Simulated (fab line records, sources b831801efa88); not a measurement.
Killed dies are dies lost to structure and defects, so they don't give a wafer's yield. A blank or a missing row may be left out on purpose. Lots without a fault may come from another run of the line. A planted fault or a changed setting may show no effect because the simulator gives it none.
One fault seen from 2 desks | flow gf180mcu | each desk has only its own numbers; what lay behind them comes last

THE METROLOGY DESK
What the gauges read, lot by lot, whatever tool the lot ran on: means of the sampled wafers that have a number. A lot is out of limits, marked OUT, if its mean lies more than 4 standard deviations from the usual mean; the brackets give that distance.
Columns: A = DUAL_GATE_OXIDATION_00_THK at GF_DUAL_GATE_THK_MEAS_03, usual 10.79 nm; B = HV_LDD_CVD_54_THK at GF_HV_LDD_THK_MEAS_55, usual 10.01 nm
lot  | first seen here | A     | B
L867 | day 7 21:58     | 10.78 | 10.01
L869 | day 8 11:08     | 10.53 | 10.03
L871 | day 9 00:58     | 11.27 | 10.11
L873 | day 9 14:18     | 10.45 | 9.73
L874 | day 9 22:55     | 10.69 | 10.05
L875 | day 10 03:15    | 10.97 | 9.98
L876 | day 10 12:32    | 10.67 | 10.02
L878 | day 11 00:38    | 9.99  | 10.01
L879 | day 11 06:09    | 10.95 | 9.98
L880 | day 11 11:10    | 10.35 | 10.16
L886 | day 13 07:11    | 10.51 | 10.02
L889 | day 14 02:47    | 10.67 | 9.99
This desk's finding: nothing out of limits on any of the 12 lots.

THE TOOL OWNER'S DESK: furnace-01
The tool's own readings at GF_DUAL_GATE_OXIDATION_02 (stabilise 600 s, purge 300 s, target thk 10.887 nm): means of the sampled wafers that have a number, for each lot that ran on this tool. A lot is out of limits, marked OUT, if its mean lies more than 4 standard deviations from the usual mean; the brackets give that distance.
Columns: A = spike_tc_bottom_C at GF_DUAL_GATE_OXIDATION_02, usual 922 C; B = zone_power_top_pct at GF_DUAL_GATE_OXIDATION_02, usual 33 %
lot  | first seen here | A   | B
L869 | day 8 09:41     | 919 | 29
L873 | day 9 12:51     | 920 | 29
L874 | day 9 21:27     | 919 | 29
L876 | day 10 11:05    | 919 | 29
L878 | day 10 23:11    | 919 | 30
L880 | day 11 09:43    | 918 | 29
This desk's finding: nothing out of limits on any of the 6 lots.

PUT TOGETHER
The metrology desk saw nothing out of limits.
The tool owner's desk saw nothing out of limits.

WHAT THE SIMULATOR HAD PUT IN
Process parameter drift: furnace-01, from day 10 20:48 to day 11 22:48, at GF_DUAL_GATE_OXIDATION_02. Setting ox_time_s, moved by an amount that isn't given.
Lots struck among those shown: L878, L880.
